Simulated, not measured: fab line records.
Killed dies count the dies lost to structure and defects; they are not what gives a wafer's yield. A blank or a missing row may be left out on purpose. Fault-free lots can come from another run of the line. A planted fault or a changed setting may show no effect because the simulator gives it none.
fab line records -- flow sky130
[record] lots = 12, wafers = 36, last_day = 50
route steps=708 shown METAL3@564 VIA3@574 PAD_OPEN@708
lots that met no fault: from a run of the same line without faults
start_h: hours from the record's first day to the start of the lot's first wafer shown -- wait_h: how many hours have passed since the lot's step before this one -- " repeats the value in the row above -- L1.1+2: a row that stands for several wafers -- - no value present, or no start provided -- * or withheld: withheld -- < > ~ a bound
route shown NAME@n: names a module that has steps shown in the file, with the first one's number in the route -- usual: mean/standard deviation taken from wafers without a fault -- same: alike in all rows -- chamber/n: place in a boat -- sites: readings site by site -- _std_site: their standard deviation -- _edge_site: inner sites' mean taken away from outer sites' mean -- radius_mm: how far each site lies from the wafer's centre -- mask NAME#n: copy n -- behind: the tool/chamber that last shaped the wafer -- hold: why the lot went on hold/how many hours it stayed there/how the hold came to an end -- device: the transistor (n, p or np) that didn't switch -- end of line: the route-end tests of the same wafers -- where a step has no rows: the recipe by itself -- killed: dies that structure and defects cost at the first sort, which is not the same as the wafer's yield -- map: shows each die of a wafer: x if killed, . if not, _ if none is there
set.NAME: the setting as run; set.NAME@STEP: as run at that earlier step -- model.NAME: the simulator's own value behind a step, which no gauge read
one table for each step of the route and one row for each wafer, over a sample of lots
services: a tool's chamber out of use, with start hour (start_h, from the record's first day; less than 0 if before it), hours out, and reason
[[steps]]
[step SKY_METAL3_OVL_MEAS_14]
[usual] METAL3_OVL = 2/6
lot.wafer,tool,chamber,start_h,wait_h,METAL3_OVL[nm]
L423.2,overlay-02,-,903.44,0.1,-1
L423.3,overlay-02,-,903.44,0.1,-2
L423.6,overlay-02,-,903.44,0.1,2
L424.1,overlay-02,-,912.91,0.1,-5
L424.2,overlay-02,-,912.91,0.1,5
L424.3,overlay-02,-,912.91,0.1,2
L428.2,overlay-01,-,951.59,0.1,7
L428.5,overlay-01,-,951.59,0.1,-1
L428.6,overlay-01,-,951.59,0.1,0
L432.1,overlay-02,-,971.58,0.1,3
L432.2,overlay-02,-,971.58,0.1,-2
L432.3,overlay-02,-,971.58,0.1,-2
L433.4,overlay-02,-,980.80,0.1,-5
L433.5,overlay-02,-,980.80,0.1,-5
L433.6,overlay-02,-,980.80,0.1,-2
L435.3,overlay-01,-,992.77,0.1,-2
L435.5,overlay-01,-,992.77,0.1,-1
L435.6,overlay-01,-,992.77,0.1,4
L436.2,overlay-01,-,993.49,0.1,12
L436.3,overlay-01,-,993.49,0.1,13
L436.6,overlay-01,-,993.49,0.1,13
L440.3,overlay-02,-,1024.37,0.1,7
L440.4,overlay-02,-,1024.37,0.1,9
L440.5,overlay-02,-,1024.37,0.1,6
L441.1,overlay-01,-,1029.11,0.1,-9
L441.2,overlay-01,-,1029.11,0.1,-12
L441.6,overlay-01,-,1029.11,0.1,-12
L443.1,overlay-01,-,1051.16,0.1,1
L443.3,overlay-01,-,1051.16,0.1,5
L443.6,overlay-01,-,1051.16,0.1,5
L445.2,overlay-01,-,1055.92,0.1,5
L445.3,overlay-01,-,1055.92,0.1,5
L445.4,overlay-01,-,1055.92,0.1,-3
L446.3,overlay-01,-,1060.93,0.1,-1
L446.4,overlay-01,-,1060.93,0.1,0
L446.5,overlay-01,-,1060.93,0.1,0
[step SKY_METAL3_ETCH_16]
[recipe] chemistry = N2/H2, target = BARC, ion_energy_ev = 200, bias_w = 100, pressure_mtorr = 30, n2_flow_sccm = 100, h2_flow_sccm = 200, icp_w = 500, stop_on = SiO2, time_s = 88.2, target_depth_a = 600
[usual] drypump_motor_current_A = 6.1/0.44, he_backside_leak_sccm = 3.38/0.28, oes_product_au = 0.626/0.0051, run_length_s = 116.7/0.8, throttle_valve_pct = 13.205/0.0092
lot.wafer,tool,chamber,start_h,wait_h,drypump_motor_current_A,he_backside_leak_sccm,oes_product_au,rf_hours_counter_h,run_length_s,throttle_valve_pct
L423.2,rie_metal-02,1,903.50,0.0,6.1,3.40,0.630,4,117.6,13.210
L423.3,rie_metal-02,0,903.50,0.0,6.6,3.09,0.628,-,116.1,13.187
L423.6,rie_metal-02,1,903.50,0.0,6.1,3.41,0.625,-,117.6,13.210
L424.1,rie_metal-02,1,912.98,0.0,6.1,3.34,0.626,4,117.1,13.191
L424.2,rie_metal-02,0,912.98,0.0,6.5,3.14,0.623,3,115.9,13.212
L424.3,rie_metal-02,1,912.98,0.0,6.1,3.39,0.621,-,117.4,13.220
L428.2,rie_metal-01,0,951.65,0.0,6.6,3.69,0.619,15,116.6,13.202
L428.5,rie_metal-01,0,951.65,0.0,6.5,3.65,0.636,-,116.2,13.213
L428.6,rie_metal-01,1,951.65,0.0,5.4,2.90,0.621,-,116.1,13.222
L432.1,rie_metal-01,1,971.65,0.0,5.4,2.80,0.627,4,116.4,13.201
L432.2,rie_metal-01,0,971.65,0.0,6.6,3.58,0.623,16,116.8,13.201
L432.3,rie_metal-01,1,971.65,0.0,5.4,2.98,0.634,-,116.1,13.202
L433.4,rie_metal-01,0,980.88,0.0,6.6,3.66,0.626,-,116.5,13.220
L433.5,rie_metal-01,1,980.88,0.0,5.4,3.18,0.627,-,116.4,13.186
L433.6,rie_metal-01,0,980.88,0.0,6.6,3.66,0.627,-,116.7,13.213
L435.3,rie_metal-03,0,992.86,0.0,5.4,3.45,0.625,-,116.5,13.201
L435.5,rie_metal-03,1,992.86,0.0,6.3,3.72,0.626,-,116.8,13.216
L435.6,rie_metal-03,0,992.86,0.0,5.5,3.44,0.637,-,116.3,13.214
L436.2,rie_metal-03,0,993.55,0.0,5.4,3.55,0.630,4,116.3,13.195
L436.3,rie_metal-03,0,993.55,0.0,5.4,3.57,0.627,-,116.4,13.179
L436.6,rie_metal-03,0,993.55,0.0,5.4,3.52,0.630,-,116.4,13.192
L440.3,rie_metal-03,1,1024.46,0.0,6.3,3.64,0.628,-,116.8,13.216
L440.4,rie_metal-03,0,1024.46,0.0,5.4,3.42,0.631,-,116.2,13.201
L440.5,rie_metal-03,1,1024.46,0.0,6.3,3.58,0.628,-,116.8,13.210
L441.1,rie_metal-03,1,1029.18,0.0,6.3,3.53,0.625,21,116.8,13.201
L441.2,rie_metal-03,0,1029.18,0.0,5.5,3.44,0.626,6,116.7,13.192
L441.6,rie_metal-03,0,1029.18,0.0,5.5,3.46,0.630,-,116.4,13.215
L443.1,rie_metal-03,0,1051.23,0.0,5.5,3.46,0.623,8,116.7,13.203
L443.3,rie_metal-03,1,1051.23,0.0,6.3,3.60,0.625,-,117.1,13.208
L443.6,rie_metal-03,1,1051.23,0.0,6.3,3.60,0.628,-,116.8,13.223
L445.2,rie_metal-02,1,1055.98,0.0,6.1,3.44,0.618,12,117.1,13.208
L445.3,rie_metal-02,0,1055.98,0.0,6.6,3.01,0.621,-,116.0,13.188
L445.4,rie_metal-02,1,1055.98,0.0,6.1,3.41,0.616,-,117.1,13.197
L446.3,rie_metal-01,1,1061.01,0.0,5.4,2.88,0.619,-,116.3,13.200
L446.4,rie_metal-01,0,1061.01,0.0,6.5,3.59,0.623,-,116.8,13.208
L446.5,rie_metal-01,0,1061.01,0.0,6.5,3.52,0.632,-,116.5,13.198
[step SKY_VIA3_THK_MEAS_01]
[recipe] reads = SiO2_of_VIA3_HDPCVD_00
[usual] VIA3_HDPCVD_THK = 1628/17
lot.wafer,tool,chamber,start_h,wait_h,VIA3_HDPCVD_THK[nm]
L423.2,film_metro-03,-,904.62,0.1,1628
L423.3,film_metro-03,-,904.62,0.1,1631
L423.6,film_metro-03,-,904.62,0.1,1625
L424.1,film_metro-04,-,914.03,0.1,1630
L424.2,film_metro-04,-,914.03,0.1,1629
L424.3,film_metro-04,-,914.03,0.1,1619
L428.2,film_metro-03,-,952.80,0.2,1626
L428.5,film_metro-03,-,952.80,0.2,1628
L428.6,film_metro-03,-,952.80,0.2,1607
L432.1,film_metro-03,-,972.70,0.1,1647
L432.2,film_metro-03,-,972.70,0.1,1636
L432.3,film_metro-03,-,972.70,0.1,1624
L433.4,film_metro-04,-,982.27,0.0,1644
L433.5,film_metro-04,-,982.27,0.0,1656
L433.6,film_metro-04,-,982.27,0.0,1622
L435.3,film_metro-02,-,993.90,0.1,1630
L435.5,film_metro-02,-,993.90,0.1,1617
L435.6,film_metro-02,-,993.90,0.1,1625
L436.2,film_metro-02,-,994.61,0.1,1638
L436.3,film_metro-02,-,994.61,0.1,1650
L436.6,film_metro-02,-,994.61,0.1,1630
L440.3,film_metro-04,-,1025.50,0.1,1589
L440.4,film_metro-04,-,1025.50,0.1,1617
L440.5,film_metro-04,-,1025.50,0.1,1590
L441.1,film_metro-02,-,1030.24,0.1,1605
L441.2,film_metro-02,-,1030.24,0.1,1628
L441.6,film_metro-02,-,1030.24,0.1,1602
L443.1,film_metro-04,-,1052.33,0.1,1613
L443.3,film_metro-04,-,1052.33,0.1,1648
L443.6,film_metro-04,-,1052.33,0.1,1604
L445.2,film_metro-03,-,1057.10,0.1,1632
L445.3,film_metro-03,-,1057.10,0.1,1627
L445.4,film_metro-03,-,1057.10,0.1,1641
L446.3,film_metro-03,-,1062.10,0.1,1628
L446.4,film_metro-03,-,1062.10,0.1,1609
L446.5,film_metro-03,-,1062.10,0.1,1619
[step SKY_VIA3_ETCH_14]
[recipe] chemistry = N2/H2, target = BARC, ion_energy_ev = 200, source_w = 500, bias_w = 100, pressure_mtorr = 30, n2_flow_sccm = 100, h2_flow_sccm = 200, stop_on = SiO2, time_s = 45.9, target_depth_a = 600
[usual] drypump_motor_current_A = 5.8/0.47, oes_product_au = 0.855/0.005, run_length_s = 74.2/0.37, throttle_valve_pct = 13.225/0.01
lot.wafer,tool,chamber,start_h,wait_h,drypump_motor_current_A,oes_product_au,rf_hours_counter_h,run_length_s,throttle_valve_pct
L423.2,rie_diel-04,1,930.10,0.0,5.7,0.856,19,74.1,13.233
L423.3,rie_diel-04,2,930.10,0.0,5.2,0.846,15,74.8,13.224
L423.6,rie_diel-04,1,930.10,0.0,5.7,0.854,-,73.9,13.232
L424.1,rie_diel-02,0,939.50,0.0,5.2,0.849,28,73.8,13.242
L424.2,rie_diel-02,1,939.50,0.0,6.6,0.850,11,73.8,13.229
L424.3,rie_diel-02,2,939.50,0.0,5.8,0.857,12,74.3,13.223
L428.2,rie_diel-04,0,977.65,0.0,6.5,0.859,8,74.0,13.210
L428.5,rie_diel-04,3,977.65,0.0,6.2,0.857,-,74.5,13.224
L428.6,rie_diel-04,0,977.65,0.0,6.5,0.860,-,74.3,13.213
L432.1,rie_diel-04,0,997.16,0.0,6.5,0.922,8,70.2,13.206
L432.2,rie_diel-04,3,997.16,0.0,6.2,0.915,18,70.5,13.218
L432.3,rie_diel-04,2,997.16,0.0,5.2,0.923,16,70.7,13.226
L433.4,rie_diel-04,2,1006.85,0.0,5.2,0.923,16,70.5,13.230
L433.5,rie_diel-04,1,1006.85,0.0,5.7,0.915,-,70.2,13.227
L433.6,rie_diel-04,0,1006.85,0.0,6.5,0.924,-,70.6,13.232
L435.3,rie_diel-02,3,1017.11,0.0,5.3,0.857,25,74.6,13.234
L435.5,rie_diel-02,3,1017.11,0.0,5.3,0.864,-,75.0,13.224
L435.6,rie_diel-02,2,1017.11,0.0,5.8,0.851,-,74.4,13.235
L436.2,rie_diel-04,2,1018.71,0.0,5.2,0.934,16,70.7,13.242
L436.3,rie_diel-04,3,1018.71,0.0,6.2,0.929,19,70.6,13.232
L436.6,rie_diel-04,2,1018.71,0.0,5.2,0.924,-,71.2,13.242
L440.3,rie_diel-01,2,1048.40,0.0,5.4,0.847,2,73.4,13.232
L440.4,rie_diel-01,3,1048.40,0.0,5.3,0.850,18,73.9,13.219
L440.5,rie_diel-01,2,1048.40,0.0,5.4,0.851,-,73.3,13.233
L441.1,rie_diel-02,3,1052.96,0.0,5.3,0.849,26,74.4,13.214
L441.2,rie_diel-02,0,1052.96,0.0,5.2,0.858,2,73.8,13.215
L441.6,rie_diel-02,2,1052.96,0.0,5.8,0.860,-,74.1,13.219
L443.1,rie_diel-01,2,1074.70,0.0,5.4,0.856,3,73.5,13.216
L443.3,rie_diel-01,3,1074.70,0.0,5.3,0.857,19,73.9,13.212
L443.6,rie_diel-01,2,1074.70,0.0,5.4,0.850,-,73.4,13.221
L445.2,rie_diel-01,1,1079.00,0.0,6.3,0.845,22,74.4,13.221
L445.3,rie_diel-01,2,1079.00,0.0,5.4,0.858,3,73.5,13.236
L445.4,rie_diel-01,3,1079.00,0.0,5.3,0.863,19,74.2,13.218
L446.3,rie_diel-04,3,1083.86,0.0,6.2,0.862,21,74.4,13.223
L446.4,rie_diel-04,2,1083.86,0.0,5.3,0.852,19,74.3,13.213
L446.5,rie_diel-04,1,1083.86,0.0,5.7,0.854,-,74.4,13.201
[step SKY_PAD_OPEN_PROBE_99]
[usual] defect_limited_yield = 82.4/1.8, killed_at_M0_to_M3 = 43/6.8, killed_at_M4_up = 3.1/1.6, killed_at_contacts = 24/5.4, killed_at_front_end = 16/4.4, killed_at_other = 0.2/0.48, killed_dies = 87/8.8, killed_open = 48/6.4, killed_short = 39/6.2, sort_bin_3_pad_short = 0.9/0.43, sort_bin_5_function = 10.5/1.4, sort_bin_6_memory = 6.2/1.1, sort_n_pass = 405/8.8, sort_yield_pct = 82.4/1.8
[same] gross_dies = 492, killed_at_back_side = 0, sort_bin_4_leakage[%] = 0, sort_bin_8_speed[%] = 0
lot.wafer,tool,chamber,start_h,wait_h,defect_limited_yield[%],killed_at_M0_to_M3,killed_at_M4_up,killed_at_contacts,killed_at_front_end,killed_at_other,killed_dies,killed_open,killed_short,sort_bin_3_pad_short[%],sort_bin_5_function[%],sort_bin_6_memory[%],sort_n_pass,sort_yield_pct[%]
L432.1,prober-02,-,1134.87,0.1,82.5,44,2,23,17,0,86,54,32,0.4,8.9,8.1,406,82.5
L432.2,prober-02,-,1134.92,0.1,81.5,40,6,30,15,0,91,50,41,1.4,10.4,6.7,401,81.5
L432.3,prober-02,-,1134.97,0.2,80.9,62,5,17,10,0,94,59,35,0.6,8.9,9.6,398,80.9
// killed by level:class
L432.1 VIA1:geometric_particle:open=9 LI_CONTACT:geometric_particle:open=9 VIA3:geometric_particle:open=9 CONTACT:geometric_particle:open=5 METAL1:geometric_particle:open=5 FIELD_ISO:geometric_particle:open=4 FIELD_ISO:geometric_particle:short=4 VIA2:geometric_particle:open=4
L432.2 CONTACT:geometric_particle:open=13 VIA1:geometric_particle:open=9 METAL1:geometric_particle:short=8 CONTACT:geometric_particle:short=7 LI_CONTACT:geometric_particle:open=5 METAL2:geometric_particle:short=5 VIA2:geometric_particle:open=5 METAL4:geometric_particle:short=5
L432.3 VIA1:geometric_particle:open=22 CONTACT:geometric_particle:open=9 VIA3:geometric_particle:open=9 METAL2:geometric_particle:short=8 METAL1:geometric_particle:short=5 VIA1:geometric_particle:short=5 VIA3:geometric_particle:short=5 LI_CONTACT:geometric_particle:open=4
[[services]]
tool,chamber,start_h,hours,kind
rie_diel-02,0,897.92,4.3,repair
rie_diel-01,1,898.92,19.5,repair
rie_diel-04,-,910.42,2.1,repair
rie_diel-02,0,910.77,6.9,repair
rie_diel-01,-,912.76,14.6,pm
rie_metal-03,0,914.27,-,clean
rie_metal-03,0,914.27,13.1,scheduled_down
rie_metal-03,0,914.27,13.1,vent_cycle
rie_diel-01,2,927.36,-,clean
rie_diel-01,2,927.36,-,consumable_replace:showerhead
rie_diel-01,2,927.36,34.3,scheduled_down
rie_diel-01,1,927.38,7.2,repair
rie_diel-02,-,954.11,0.7,repair
rie_diel-04,3,956.49,8.2,repair
rie_diel-04,2,965.59,30.5,repair
rie_diel-04,0,983.80,3.0,repair
rie_metal-01,-,992.00,36.1,repair
rie_diel-01,2,1025.53,2.7,repair
rie_diel-04,0,1027.04,2.8,repair
rie_metal-01,-,1028.12,1.4,pm
rie_diel-04,0,1047.31,6.3,repair
rie_diel-04,0,1056.76,3.4,repair
rie_metal-03,-,1069.04,4.0,pm
rie_diel-02,3,1083.11,4.0,repair
[[key]]
[first_sign] step = SKY_VIA3_ETCH_14, reading = oes_product_au, direction = up, sigmas = 14, usual = 0.855, struck = 0.923
[effect] step = SKY_VIA3_ETCH_14, reading = run_length_s, direction = down, sigmas = 9.7, usual = *, struck = *
met_at SKY_VIA3_ETCH_14
struck_lots L432,L433,L436
not_acting_at SKY_METAL3_OVL_MEAS_14,SKY_METAL3_ETCH_16,SKY_VIA3_THK_MEAS_01
onset_between 977.65 997.16
[fault] kind = process_parameter_drift, tool = rie_diel-04, chamber = -, onset_h = 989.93, steps = SKY_VIA3_ETCH_14, channel = time_s, offset = *, shape = step, end_h = 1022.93, acts_in = *, stated = *
